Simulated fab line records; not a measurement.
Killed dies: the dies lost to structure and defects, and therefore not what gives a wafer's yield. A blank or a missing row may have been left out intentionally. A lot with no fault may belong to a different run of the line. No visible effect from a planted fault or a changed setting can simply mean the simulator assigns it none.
Comparing a struck lot with a sound one    flow sky130    16 out of 708 route steps
Sound: these wafers, L343.2, L343.3, L343.6. The struck wafers were L345.1, L345.2, L345.4. The cause comes at the end.
For every step that has rows: the tool of each side, followed by ch and its chambers, followed by its first start. Under that, the readings that differ: sound wafers    struck wafers    difference of the means    sigmas: that difference in standard deviations of wafers without a fault.
alike: words and numbers the same on both sides, and readings whose means are apart by under 2 such deviations; not compared: readings that were withheld, readings missing a value for some wafer, numbers with overlapping values and no deviation given by the record, and bounds like >300 which may hide the same value.
A row with sigmas, a row that says differs or no value, or rows on one side alone: a step with any of these is where the two part. When numbers do not overlap yet have no deviation, they are printed without sigmas and do not part them. A reading that every wafer of one side lacks parts them only if that side has two wafers or more.

first, 7 steps without rows for these wafers: SKY_METAL4_HMDS_06 (prime time 60 s); SKY_METAL4_COAT_07 (resist thk 60 nm); SKY_METAL4_COAT_08 (resist thk 1140 nm); SKY_METAL4_SOFTBAKE_09 (time 90 s); SKY_METAL4_EXPOSE_10 (exposes mask MM4, target cd 300 nm); SKY_METAL4_PEB_11; SKY_METAL4_DEVELOP_12 (develop time 60 s).
SKY_METAL4_CD_MEAS_13 targets a cd of 300 nm.
  sound on cdSem-01 at day 44 14:55; struck on cdSem-02 at day 45 04:47
  alike: cdNm
SKY_METAL4_OVL_MEAS_14:
  sound on overlay-02 at day 44 15:02; struck on overlay-01 at day 45 04:55
  alike: METAL4_OVL
SKY_METAL4_DESCUM_15: chemistry O2, time 8 s.
  sound on rieMetal-04 ch 0,1, day 44 15:04; struck on rieMetal-04 ch 0,1, day 45 04:56
  alike: drypumpMotorCurrentA, oesProductAu, tempC
  not compared: rfHoursCounterH
SKY_METAL4_ETCH_16: etches BARC in N2/H2, stops on SiO2, time 88.2 s, target depth 60 nm.
  sound on rieMetal-04 ch 0,1, day 44 15:05; struck on rieMetal-04 ch 0,1, day 45 04:59
  alike: drypumpMotorCurrentA, oesProductAu, throttleValvePct
  not compared: rfHoursCounterH
SKY_METAL4_ETCH_17: etches SiO2 in C4F8/O2/Ar, stops on TiN, time 3.9 s, target depth 15 nm.
  sound on rieDiel-01 ch 0,1,3, day 44 15:11; struck on rieDiel-03 ch 0,2,3, day 45 05:04
  alike: oesProductAu
  not compared: rfHoursCounterH
SKY_METAL4_METAL_ETCH_18: etches the open film in Cl2/BCl3, stops on SiO2, target depth 845 nm, time 183.1 s.
  sound on rieMetal-02 ch 0,1, day 44 15:13; struck on rieMetal-03 ch 0,1, day 45 05:05
reading                                       sound              struck             difference  sigmas
model.KrF-thick_of_METAL4_COAT_08.thkNm (nm)  538.9 528.9 538.1  623.8 616 619.8    +84.6       
model.METAL4.cdNm (nm)                        295.2 298.8 294.4  315.6 313.1 315.3  +18.5       
model.SiO2_of_VIA3_HDPCVD_00.thkNm (nm)       436.8 435.7 436.7  439.4 439.6 439.5  +3.1        
  alike: drypumpMotorCurrentA, oesProductAu, throttleValvePct
  not compared: rfHoursCounterH
SKY_METAL4_STRIP_19: strips in O2/N2.
  sound on plasmaAsher-04 ch 0, day 44 15:23; struck on plasmaAsher-01 ch 0,1, day 45 05:16
reading                   sound              struck             difference  sigmas
oesProductAu (a.u.)       0.508 0.496 0.512  0.545 0.532 0.538  +0.033      +6
stripTimeToEndpointS (s)  6.66 6.54 6.66     7.51 7.42 7.45     +0.84       +12
  alike: drypumpMotorCurrentA
  not compared: rfHoursCounterH
then, 1 step without rows for these wafers: SKY_METAL4_STRIP_20 (strips in post etch residue remover, time 1200 s).
-- the record jumps here: 4 days lie between the struck wafers' starts before and after (it left off in module METAL4 and takes up again in module PAD_OPEN, whose first step shown is number 708 of the route) --
SKY_PAD_OPEN_PROBE_99:
  sound on prober-01 at day 48 07:24; struck on prober-02 at day 48 19:05
reading                        sound                 struck               difference  sigmas
model.etest.met4.widthNm (nm)  294.2 296.2 293.3     313.7 316 310.9      +19.0       
model.etest.met4.lineOhmUm     0.1452 0.1453 0.1451  0.138 0.1379 0.1397  -0.007      
  not compared: model.etest.met4Comb.leakLog10AUm

== WHERE THEY PART ==
At SKY_METAL4_STRIP_19 and nowhere else, as far as this record goes.

WHY: whatever the simulator had introduced
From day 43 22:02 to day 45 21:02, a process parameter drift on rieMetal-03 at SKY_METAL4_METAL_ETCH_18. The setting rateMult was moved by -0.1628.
